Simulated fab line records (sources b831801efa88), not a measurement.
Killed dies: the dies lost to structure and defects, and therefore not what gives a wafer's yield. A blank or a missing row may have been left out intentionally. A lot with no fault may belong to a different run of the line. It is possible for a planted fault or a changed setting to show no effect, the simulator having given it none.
fab line records + flow sky130 + part 2 of 2: steps 25 to 35 of 35
record
- lots=5
- wafers=15
- lastDay=48
route steps=708 shown METAL1@450 VIA1@458 METAL2@483
lots that met no fault: from a run of the same line without faults
startH: the number of hours between the record's first day and the start of the first shown wafer of the lot + waitH: hours from the lot's prior step to this one + " identical to the entry in the row above + L1.1+2: several wafers, shown together as one row + - no value present, or no start provided + * or withheld: withheld + < > ~ a bound
route shown NAME@n: NAME is a module with steps in the file, n the number in the route of the first one + usual: mean and standard deviation over wafers with no fault + same: alike in all rows + chamber/n: place in a boat + sites: per-site readings + _std_site: standard deviation of those values + _edge_site: mean of outer sites minus mean of inner sites + radiusMm: how far each site lies from the wafer's centre + mask NAME#n: copy n + behind: the tool/chamber that last shaped the wafer + hold: the reason the lot was held/the length of the hold in hours/how it ended + device: the transistor (n, p or np) that didn't switch + end of line: at the end of the route, the tests of the same wafers + a step given without rows: its recipe and nothing more + killed: at the first sort, the dies lost to defects and structure; wafer yield is something else + map: a wafer's dies, x killed, . not, _ none there
set.NAME: setting as actually run; set.NAME@STEP: the setting as run at that earlier step + model.NAME: the simulator's own value behind a step, which no gauge read
lots at selected steps of the route; one table per step, one row per wafer
services: the hour from which a tool's chamber was out of use, counted from the record's first day as startH (under 0 if before that day), plus the number of hours and why
## steps
# step SKY_VIA1_STRIP_16
# recipe
- chemistry=O2/N2
- powerW=1400
- pressureMtorr=1500
- platenTempC=withheld
- o2FlowSccm=3000
- n2FlowSccm=300
- overashFraction=0.5
# usual
- drypumpMotorCurrentA=5.7/0.51
- oesProductAu=0.417/0.0047
- stripTimeToEndpointS=4.493/0.021
| lot.wafer | tool           | chamber | startH | waitH | drypumpMotorCurrentA | oesProductAu | rfHoursCounterH | stripTimeToEndpointS |
|-----------|----------------|---------|--------|-------|----------------------|--------------|-----------------|----------------------|
| L074.2    | plasmaAsher-03 | 0       | 781.57 | 0.0   | 6.2                  | 0.420        | 97              | 4.503                |
| L074.4    | "              | 0       | "      | "     | 6.2                  | 0.420        | -               | 4.515                |
| L074.6    | "              | 0       | "      | "     | 6.2                  | 0.419        | -               | 4.510                |
| L077.2    | plasmaAsher-04 | 1       | 833.73 | 0.0   | 4.8                  | 0.419        | 66              | 4.515                |
| L077.4    | "              | 1       | "      | "     | 4.8                  | 0.411        | -               | 4.480                |
| L077.6    | "              | 1       | "      | "     | 4.8                  | 0.416        | -               | 4.494                |
| L082.1    | plasmaAsher-04 | 1       | 860.14 | 0.0   | 4.8                  | 0.417        | 69              | 4.481                |
| L082.4    | "              | 1       | "      | "     | 4.8                  | 0.413        | -               | 4.506                |
| L082.6    | "              | 0       | "      | "     | 6.3                  | 0.419        | -               | 4.485                |
| L087.2    | plasmaAsher-02 | 0       | 894.89 | 0.0   | 5.1                  | 0.420        | 16              | 4.507                |
| L087.3    | "              | 0       | "      | "     | 5.1                  | 0.424        | -               | 4.480                |
| L087.4    | "              | 1       | "      | "     | 5.8                  | 0.410        | -               | 4.502                |
| L089.2    | plasmaAsher-02 | 0       | 904.04 | 0.0   | 5.1                  | 0.407        | 17              | 4.499                |
| L089.4    | "              | 1       | "      | "     | 5.9                  | 0.424        | -               | 4.490                |
| L089.5    | "              | 1       | "      | "     | 5.9                  | 0.420        | -               | 4.507                |
# step SKY_VIA1_STRIP_17
# recipe
- chemistry=postEtchResidueRemover
- timeS=1200
- tempC=72.5
| lot.wafer  | tool        | chamber | startH | waitH |
|------------|-------------|---------|--------|-------|
| L074.2+4+6 | wetBench-01 | 2       | 781.67 | 0.1   |
| L077.2+4+6 | wetBench-04 | 3       | 833.83 | 0.1   |
| L082.1+4+6 | wetBench-01 | 1       | 860.24 | 0.1   |
| L087.2+3+4 | wetBench-01 | 1       | 894.99 | 0.1   |
| L089.2+4+5 | wetBench-02 | 0       | 904.14 | 0.1   |
# step SKY_VIA1_CLEAN_18
# recipe
- chemistry=IPA
- timeS=180
- tempC=25
| lot.wafer  | tool        | chamber | startH | waitH |
|------------|-------------|---------|--------|-------|
| L074.2+4+6 | wetBench-02 | 2       | 782.01 | 0.0   |
| L077.2+4+6 | wetBench-01 | 1       | 835.20 | 0.0   |
| L082.1+4+6 | wetBench-02 | 0       | 860.58 | 0.0   |
| L087.2+3+4 | wetBench-04 | 0       | 895.33 | 0.0   |
| L089.2+4+5 | wetBench-04 | 3       | 904.48 | 0.0   |
# step SKY_VIA1_CLEAN_19
# recipe
- chemistry=O3/DIW
- dry=n2Spin
| lot.wafer  | tool        | chamber | startH | waitH |
|------------|-------------|---------|--------|-------|
| L074.2+4+6 | wetBench-01 | 3       | 782.08 | 0.0   |
| L077.2+4+6 | wetBench-04 | 0       | 835.26 | 0.0   |
| L082.1+4+6 | wetBench-04 | 2       | 860.65 | 0.0   |
| L087.2+3+4 | wetBench-02 | 2       | 895.39 | 0.0   |
| L089.2+4+5 | wetBench-02 | 3       | 904.55 | 0.0   |
# step SKY_VIA1_SPUTTER_20
# recipe
- material=TiN
- targetThkNm=20
- chamberPressurePa=5
- powerW=4000
- timeS=80
# usual
- throttleValvePct=30.1/0.73
| lot.wafer | tool          | chamber | startH | waitH | throttleValvePct |
|-----------|---------------|---------|--------|-------|------------------|
| L074.2    | pvdSputter-04 | -       | 782.17 | 0.0   | 30.2             |
| L074.4    | "             | -       | "      | "     | 30.1             |
| L074.6    | "             | -       | "      | "     | 30.5             |
| L077.2    | pvdSputter-04 | -       | 835.62 | 0.0   | 30.0             |
| L077.4    | "             | -       | "      | "     | 30.0             |
| L077.6    | "             | -       | "      | "     | 29.7             |
| L082.1    | pvdSputter-01 | -       | 860.74 | 0.0   | 30.4             |
| L082.4    | "             | -       | "      | "     | 30.0             |
| L082.6    | "             | -       | "      | "     | 30.9             |
| L087.2    | pvdSputter-04 | -       | 895.48 | 0.0   | 30.1             |
| L087.3    | "             | -       | "      | "     | 29.4             |
| L087.4    | "             | -       | "      | "     | 30.8             |
| L089.2    | pvdSputter-04 | -       | 904.64 | 0.0   | 30.8             |
| L089.4    | "             | -       | "      | "     | 30.0             |
| L089.5    | "             | -       | "      | "     | 30.5             |
# step SKY_VIA1_CVD_21
# recipe
- material=W
- targetThkNm=270
- timeS=80.902
- tempC=400
- pressureTorr=40
# usual
- heaterPowerW=877/92
| lot.wafer | tool    | chamber | startH | waitH | heaterPowerW |
|-----------|---------|---------|--------|-------|--------------|
| L074.2    | cvdW-01 | 0       | 782.23 | 0.0   | 876          |
| L074.4    | "       | 0       | "      | "     | 859          |
| L074.6    | "       | 1       | "      | "     | 831          |
| L077.2    | cvdW-02 | 1       | 835.68 | 0.0   | 796          |
| L077.4    | "       | 0       | "      | "     | 1035         |
| L077.6    | "       | 1       | "      | "     | 777          |
| L082.1    | cvdW-01 | 1       | 860.80 | 0.0   | 835          |
| L082.4    | "       | 1       | "      | "     | 850          |
| L082.6    | "       | 1       | "      | "     | 850          |
| L087.2    | cvdW-02 | 1       | 895.54 | 0.0   | 803          |
| L087.3    | "       | 0       | "      | "     | 1018         |
| L087.4    | "       | 1       | "      | "     | 792          |
| L089.2    | cvdW-02 | 1       | 904.70 | 0.0   | 781          |
| L089.4    | "       | 1       | "      | "     | 772          |
| L089.5    | "       | 1       | "      | "     | 787          |
# step SKY_VIA1_RS_MEAS_22
# recipe
- thkMeasGauge=four-point-probe
- reads=W_of_VIA1_CVD_21+TiN_of_VIA1_SPUTTER_20
# usual
- VIA1_W_RS=0.423/0.0053
| lot.wafer | tool         | chamber | startH | waitH | VIA1_W_RS[ohm/sq] |
|-----------|--------------|---------|--------|-------|-------------------|
| L074.2    | filmMetro-02 | -       | 782.34 | 0.1   | 0.423             |
| L074.4    | "            | -       | "      | "     | 0.422             |
| L074.6    | "            | -       | "      | "     | 0.428             |
| L077.2    | filmMetro-01 | -       | 835.80 | 0.1   | 0.429             |
| L077.4    | "            | -       | "      | "     | 0.420             |
| L077.6    | "            | -       | "      | "     | 0.422             |
| L082.1    | filmMetro-03 | -       | 860.89 | 0.1   | 0.422             |
| L082.4    | "            | -       | "      | "     | 0.423             |
| L082.6    | "            | -       | "      | "     | 0.427             |
| L087.2    | filmMetro-03 | -       | 895.66 | 0.1   | 0.423             |
| L087.3    | "            | -       | "      | "     | 0.416             |
| L087.4    | "            | -       | "      | "     | 0.425             |
| L089.2    | filmMetro-03 | -       | 904.81 | 0.1   | 0.428             |
| L089.4    | "            | -       | "      | "     | 0.429             |
| L089.5    | "            | -       | "      | "     | 0.421             |
# step SKY_VIA1_THK_MEAS_23
# recipe
- thkMeasGauge=xrf
- reads=W_of_VIA1_CVD_21
# usual
- VIA1_W_THK=269/3.8
| lot.wafer | tool         | chamber | startH | waitH | VIA1_W_THK[nm] |
|-----------|--------------|---------|--------|-------|----------------|
| L074.2    | filmMetro-02 | -       | 782.45 | 0.1   | 269            |
| L074.4    | "            | -       | "      | "     | 270            |
| L074.6    | "            | -       | "      | "     | 266            |
| L077.2    | filmMetro-01 | -       | 835.91 | 0.1   | 266            |
| L077.4    | "            | -       | "      | "     | 272            |
| L077.6    | "            | -       | "      | "     | 271            |
| L082.1    | filmMetro-03 | -       | 861.01 | 0.1   | 267            |
| L082.4    | "            | -       | "      | "     | 267            |
| L082.6    | "            | -       | "      | "     | 263            |
| L087.2    | filmMetro-03 | -       | 895.77 | 0.1   | 265            |
| L087.3    | "            | -       | "      | "     | 269            |
| L087.4    | "            | -       | "      | "     | 263            |
| L089.2    | filmMetro-03 | -       | 904.92 | 0.1   | 262            |
| L089.4    | "            | -       | "      | "     | 262            |
| L089.5    | "            | -       | "      | "     | 266            |
# step SKY_VIA1_CMP_24
# recipe
- stopOn=SiO2
- tOverpolishS=15
- downForcePsi=3.5
- platenRpm=60
- targetThkNm=0
- padVelocityMS=0.94248
# usual
- motorCurrentA=11.5/0.97
- overpolishRunS=14.999/0.0093
- timeToEndpointS=65.9/2.8
| lot.wafer | tool   | chamber | startH | waitH | motorCurrentA | overpolishRunS | timeToEndpointS |
|-----------|--------|---------|--------|-------|---------------|----------------|-----------------|
| L074.2    | cmp-01 | 0       | 782.50 | 0.0   | 10.6          | 14.991         | 61.6            |
| L074.4    | "      | 2       | "      | "     | 12.1          | 14.996         | 64.3            |
| L074.6    | "      | 0       | "      | "     | 11.1          | 15.008         | 63.3            |
| L077.4    | cmp-02 | 2       | 836.05 | 0.1   | 11.4          | 15.005         | 69.6            |
| L077.2    | "      | 3       | "      | "     | 10.9          | 15.003         | 65.0            |
| L077.6    | "      | 2       | "      | "     | 10.8          | 14.991         | 69.0            |
| L082.4    | cmp-01 | 2       | 861.07 | 0.0   | 11.7          | 14.990         | 68.2            |
| L082.1    | "      | 1       | "      | "     | 12.5          | 14.998         | 66.7            |
| L082.6    | "      | 3       | "      | "     | 12.2          | 14.997         | 67.5            |
| L087.3    | cmp-02 | 1       | 895.82 | 0.0   | 10.2          | 15.014         | 69.2            |
| L087.4    | "      | 2       | "      | "     | 11.1          | 15.004         | 66.3            |
| L087.2    | "      | 3       | "      | "     | 10.8          | 15.011         | 65.6            |
| L089.4    | cmp-01 | 2       | 905.02 | 0.1   | 11.8          | 15.006         | 65.9            |
| L089.2    | "      | 3       | "      | "     | 12.2          | 15.001         | 65.3            |
| L089.5    | "      | 1       | "      | "     | 12.2          | 15.000         | 64.0            |
# step SKY_METAL2_SPUTTER_00
# recipe
- material=Ti
- targetThkNm=15
- powerW=3000
- timeS=10
- chamberPressurePa=0.4
# usual
- throttleValvePct=29.7/0.95
| lot.wafer | tool          | chamber | startH | waitH | throttleValvePct |
|-----------|---------------|---------|--------|-------|------------------|
| L074.2    | pvdSputter-03 | -       | 782.80 | 0.2   | 29.1             |
| L074.4    | "             | -       | "      | "     | 28.0             |
| L074.6    | "             | -       | "      | "     | 30.2             |
| L077.2    | pvdSputter-02 | -       | 836.30 | 0.1   | 29.9             |
| L077.4    | "             | -       | "      | "     | 31.5             |
| L077.6    | "             | -       | "      | "     | 31.7             |
| L082.1    | pvdSputter-03 | -       | 861.37 | 0.1   | 30.2             |
| L082.4    | "             | -       | "      | "     | 28.2             |
| L082.6    | "             | -       | "      | "     | 28.2             |
| L087.2    | pvdSputter-03 | -       | 896.12 | 0.1   | 28.3             |
| L087.3    | "             | -       | "      | "     | 29.0             |
| L087.4    | "             | -       | "      | "     | 29.5             |
| L089.2    | pvdSputter-02 | -       | 905.27 | 0.1   | 29.8             |
| L089.4    | "             | -       | "      | "     | 30.0             |
| L089.5    | "             | -       | "      | "     | 31.5             |
# step SKY_METAL2_SPUTTER_01
# recipe
- material=TiN
- targetThkNm=20
- powerW=6500
- timeS=16.7
- chamberPressurePa=0.4
# usual
- throttleValvePct=29.7/0.98
| lot.wafer | tool          | chamber | startH | waitH | throttleValvePct |
|-----------|---------------|---------|--------|-------|------------------|
| L074.2    | pvdSputter-03 | -       | 782.82 | 0.0   | 28.8             |
| L074.4    | "             | -       | "      | "     | 28.5             |
| L074.6    | "             | -       | "      | "     | 30.1             |
| L077.2    | pvdSputter-02 | -       | 836.32 | 0.0   | 30.1             |
| L077.4    | "             | -       | "      | "     | 31.5             |
| L077.6    | "             | -       | "      | "     | 31.5             |
| L082.1    | pvdSputter-03 | -       | 861.39 | 0.0   | 30.0             |
| L082.4    | "             | -       | "      | "     | 28.3             |
| L082.6    | "             | -       | "      | "     | 28.4             |
| L087.2    | pvdSputter-03 | -       | 896.14 | 0.0   | 28.5             |
| L087.3    | "             | -       | "      | "     | 29.1             |
| L087.4    | "             | -       | "      | "     | 29.5             |
| L089.2    | pvdSputter-02 | -       | 905.29 | 0.0   | 30.0             |
| L089.4    | "             | -       | "      | "     | 30.0             |
| L089.5    | "             | -       | "      | "     | 31.4             |
## services
| tool           | chamber | startH | hours | kind   |
|----------------|---------|--------|-------|--------|
| rieDiel-04     | 3       | 733.56 | 5.3   | repair |
| plasmaAsher-02 | -       | 733.75 | 9.0   | pm     |
| cmp-01         | -       | 744.16 | 4.0   | pm     |
| rieDiel-04     | 1       | 746.83 | 3.4   | repair |
| cmp-01         | -       | 747.90 | 0.8   | repair |
| pvdSputter-02  | -       | 749.50 | 1.7   | repair |
| cmp-02         | -       | 754.96 | 3.7   | pm     |
| cmp-02         | -       | 760.07 | 0.6   | repair |
| cmp-02         | -       | 762.77 | 3.9   | repair |
| cmp-02         | -       | 768.93 | 2.4   | repair |
| krfScanner-02  | -       | 774.32 | 1.0   | pm     |
| cmp-02         | -       | 791.23 | 1.3   | repair |
| rieMetal-03    | -       | 802.37 | 10.0  | pm     |
| rieMetal-01    | 0       | 823.68 | 3.1   | repair |
| krfScanner-02  | -       | 824.72 | 3.6   | pm     |
| cmp-01         | -       | 834.00 | 6.8   | repair |
| wetBench-02    | -       | 852.10 | 1.9   | pm     |
| krfScanner-02  | -       | 854.77 | 1.3   | pm     |
| krfScanner-02  | -       | 860.17 | 0.8   | pm     |
| rieDiel-04     | -       | 872.18 | 1.1   | repair |
| rieMetal-01    | 1       | 875.61 | 3.7   | repair |
| pvdSputter-02  | -       | 882.23 | 5.3   | repair |
| rieMetal-03    | 0       | 892.96 | 24.6  | repair |
| rieDiel-04     | -       | 904.69 | 1.0   | repair |
